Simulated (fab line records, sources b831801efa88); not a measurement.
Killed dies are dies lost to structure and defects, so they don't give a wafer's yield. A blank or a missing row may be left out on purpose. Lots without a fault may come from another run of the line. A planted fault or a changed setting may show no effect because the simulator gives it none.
Chamber matching | flow gf180mcu | GF_V4_ETCH_16 on rie_diel-02: 4 sister chambers
The step etches BARC in N2/H2. 8 wafers are shown with their chamber, then 10 later ones without.

WAFERS WITH THEIR CHAMBER
wafer  | chamber | drypump_motor_current_A (A) | rf_fwd_power_W (W)
L078.1 | 3       | 4.7                         | 494.8
L081.5 | 2       | 5.5                         | 497.3
L081.6 | 1       | 5.7                         | 497.5
L082.1 | 1       | 5.7                         | 497.8
L082.3 | 2       | 5.5                         | 497.8
L082.5 | 0       | 6.0                         | 493.8
L083.3 | 3       | 4.8                         | 494.7
L083.5 | 0       | 6.0                         | 495.3

WAFERS WITHOUT THEIR CHAMBER
wafer  | drypump_motor_current_A (A) | rf_fwd_power_W (W)
L083.6 | 4.7                         | 495.0
L087.1 | 6.0                         | 494.8
L087.4 | 4.7                         | 497.8
L087.6 | 4.8                         | 495.6
L092.1 | 5.5                         | 495.2
L092.3 | 4.8                         | 496.6
L092.6 | 4.7                         | 493.5
L091.2 | 6.0                         | 495.1
L091.5 | 5.5                         | 496.8
L091.6 | 4.7                         | 493.1

WHICH CHAMBER EACH WENT THROUGH
wafer  | from the rows above | in truth
L083.6 | 3                   | 3
L087.1 | 0                   | 0
L087.4 | 3                   | 3
L087.6 | 3                   | 3
L092.1 | 2                   | 2
L092.3 | 3                   | 3
L092.6 | 3                   | 3
L091.2 | 0                   | 0
L091.5 | 2                   | 2
L091.6 | 3                   | 3
Placed correctly: 10 of 10. Can't be placed from these rows: 0. Placed wrongly: 0.
How it was worked out, from the rows above alone: a wafer's distance from a chamber is the root of the sum, over the readings, of the square of ((its reading less the chamber's mean) divided by the reading's scatter). The wafer belongs to the nearest chamber; if the next one is less than 2 further off, it can't be placed. A chamber's mean is the mean of its shown wafers. The scatter: the root of (the sum of the squares of (reading less its chamber's mean) over the shown wafers, divided by (wafers less chambers)).
